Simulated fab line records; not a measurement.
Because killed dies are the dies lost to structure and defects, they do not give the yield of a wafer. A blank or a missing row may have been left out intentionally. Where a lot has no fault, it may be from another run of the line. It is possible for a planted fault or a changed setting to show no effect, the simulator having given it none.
Struck lot and sound lot, side by side | flow sfq line | 29 out of 325 route steps
Sound: the wafers L427.2, L427.3, L427.6. Wafers struck: L416.2, L416.5, L416.6. The cause comes at the end.
Order at every step that has rows: each side's tool, ch and its chambers, its first start. Under that, the readings that differ: sound wafers | struck wafers | difference of the means | sigmas: that difference in standard deviations of wafers without a fault.
alike: words and numbers the same on both sides, and readings whose means are apart by under 2 such deviations; not compared: readings that were withheld, readings missing a value for some wafer, numbers with overlapping values and no deviation given by the record, and bounds like >300 which may hide the same value.
A row with sigmas, a row that says differs or no value, or rows on one side alone: a step with any of these is where the two part. When numbers do not overlap yet have no deviation, they are printed without sigmas and do not part them. A reading missing from all wafers of one side parts the sides only when that side holds two or more wafers.

first, 2 steps without rows for these wafers: SFQ_TRILAYER_C5_STRIP_SOLV_CLEAN_156 (cleans in NMP, time 600 s); SFQ_TRILAYER_M6_DEP_PRE_CLEAN_158 (time 22.5 s).
SFQ_TRILAYER_M6_DEP_SPUTTER_157: material Nb, target thk 200 nm, time 133.3 s.
  sound: pvd sputter-06 at day 73 12:43; struck: pvd sputter-06 at day 70 19:26
  alike: base pressure pa, throttle valve pct
SFQ_M6_RS_MEAS_938: the measuring method here is four-point-probe.
  sound: film metro-03 at day 73 12:49; struck: film metro-04 at day 70 19:32
  alike: M6_NB_RS
then, 6 steps without rows for these wafers: SFQ_TRILAYER_M6_LITHO_COAT_164 (resist thk 62 nm); SFQ_TRILAYER_M6_LITHO_COAT_159 (resist thk 600 nm); SFQ_TRILAYER_M6_LITHO_SOFTBAKE_163; SFQ_TRILAYER_M6_LITHO_EXPOSE_160 (exposes mask M6, target cd 500 nm); SFQ_TRILAYER_M6_LITHO_PEB_162 (peb time 60 s); SFQ_TRILAYER_M6_LITHO_DEVELOP_161 (time 60 s).
-- the record jumps here: 4 days lie between the struck wafers' starts before and after --
SFQ_M6_OVL_MEAS_940:
  sound: overlay-02 at day 77 16:42; struck: overlay-01 at day 74 19:05
  alike: M6_OVL
SFQ_TRILAYER_M6_BARC_OPEN_METAL_ETCH_206: etches BARC in O2, target depth 125 nm, time 41.7 s.
  sound on rie metal-02 ch 0,1, day 77 16:44; struck on rie metal-02 ch 0, day 74 19:08
  no value came back on the struck wafers for bias w (W), chamber pressure mTorr (mTorr), drypump motor current A (A), oes product au (a.u.); on the sound wafers bias w (W) reads 80.33 80.09 79.53
  reading                                             | sound             | struck            | difference | sigmas
  model.KrF_of_TRILAYER_M6_LITHO_COAT_159.thk nm (nm) | 520.9 521.2 523.2 | 574.4 575.3 575.9 | +53.4      |
  not compared: rf hours counter h
SFQ_TRILAYER_M6_ETCH_METAL_ETCH_162: etches Nb in Cl2/Ar, stops on SiO2, target depth 240 nm, time 120 s.
  sound on rie metal-02 ch 0,1, day 77 16:47; struck on rie metal-02 ch 0, day 74 19:16
  reading                                             | sound             | struck            | difference | sigmas
  oes product au (a.u.)                               | 0.889 0.892 0.886 | 0.373 0.367 0.376 | -0.517     | -76
  model.KrF_of_TRILAYER_M6_LITHO_COAT_159.thk nm (nm) | 378.2 380.8 382.6 | 429.8 431.5 433.2 | +51.0      |
  alike: bias w, chamber pressure mTorr, drypump motor current A
  not compared: rf hours counter h
then, 2 steps without rows for these wafers: SFQ_TRILAYER_M6_STRIP_STRIP_163 (strips in O2); SFQ_TRILAYER_M6_STRIP_SOLV_CLEAN_164 (cleans in NMP, time 600 s).
SFQ_TRILAYER_I6_DEP_PECVD_165: deposits SiO2 from SiH4/N2O, time 111.11 s, target thk 500 nm.
  sound on pecvd-04 ch 0,1, day 77 17:41; struck on pecvd-03 ch 0,1,2, day 74 20:51
  alike: heater power w, throttle valve pct
then, 1 step without rows for these wafers: SFQ_TRILAYER_I6_CMP_CMP_166 (polishes SiO2).
SFQ_I6_BOW_MEAS_941:
  sound: film metro-04 at day 78 04:00; struck: film metro-01 at day 76 08:08
  alike: I6_BOW
SFQ_TRILAYER_I6_METRO_MEASURE_167:
  sound: film metro-04 at day 78 04:18; struck: film metro-01 at day 76 08:26
  alike: thk nm
then, 3 steps without rows for these wafers: SFQ_TRILAYER_I6_VIA_LITHO_COAT_174 (resist thk 62 nm); SFQ_TRILAYER_I6_VIA_LITHO_COAT_169 (resist thk 650 nm); SFQ_TRILAYER_I6_VIA_LITHO_SOFTBAKE_173.
-- the record jumps here: 4 days lie between the struck wafers' starts before and after --
SFQ_TRILAYER_I6_VIA_LITHO_EXPOSE_170: exposes mask I6, target cd 700 nm.
  sound on krf scanner-01 ch 0, day 82 02:55; struck on krf scanner-02, day 79 21:53
  no value came back on the struck wafers for exposure dose mJ cm2, focus offset nm (nm); on the sound wafers exposure dose mJ cm2 reads 21.272 21.317 21.248
  alike: mask
then, 2 steps without rows for these wafers: SFQ_TRILAYER_I6_VIA_LITHO_PEB_172 (peb time 60 s); SFQ_TRILAYER_I6_VIA_LITHO_DEVELOP_171 (time 60 s).
SFQ_I6_OVL_MEAS_942:
  sound: overlay-01 at day 82 04:13; struck: overlay-02 at day 79 23:11
  reading     | sound | struck | difference                    | sigmas
  I6_OVL (nm) | 2 5 3 | - - -  | no value on the struck wafers |
SFQ_TRILAYER_I6_VIA_BARC_OPEN_VIA_ETCH_235: etches BARC in O2, target depth 125 nm, time 41.7 s.
  sound on rie diel-04 ch 0,2, day 82 04:15; struck on rie diel-04 ch 0,2,3, day 79 23:13
  alike: bias w, chamber pressure mTorr, drypump motor current A, oes product au
  not compared: rf hours counter h
SFQ_TRILAYER_I6_VIA_ETCH_VIA_ETCH_172: etches SiO2 in CHF3, stops on Nb, target depth 260 nm.
  sound on rie diel-04 ch 0,2, day 82 04:17; struck on rie diel-04 ch 0,2,3, day 79 23:15
  reading               | sound             | struck            | difference | sigmas
  oes product au (a.u.) | 0.850 0.857 0.865 | 0.381 0.380 0.379 | -0.477     | -94
  alike: bias w, chamber pressure mTorr, drypump motor current A
SFQ_TRILAYER_I6_VIA_STRIP_STRIP_173: strips in O2.
  sound on rie metal-02 ch 1, day 82 04:24; struck on rie metal-03 ch 0,1, day 79 23:22
  alike: drypump motor current A, oes product au
  not compared: rf hours counter h

## WHERE THEY PART
First at SFQ_TRILAYER_M6_BARC_OPEN_METAL_ETCH_206; last, within this record, at SFQ_TRILAYER_I6_VIA_ETCH_VIA_ETCH_172. Later steps at which nothing parts them and some readings are alike: SFQ_TRILAYER_I6_VIA_STRIP_STRIP_173.

WHY: what the simulator had put in
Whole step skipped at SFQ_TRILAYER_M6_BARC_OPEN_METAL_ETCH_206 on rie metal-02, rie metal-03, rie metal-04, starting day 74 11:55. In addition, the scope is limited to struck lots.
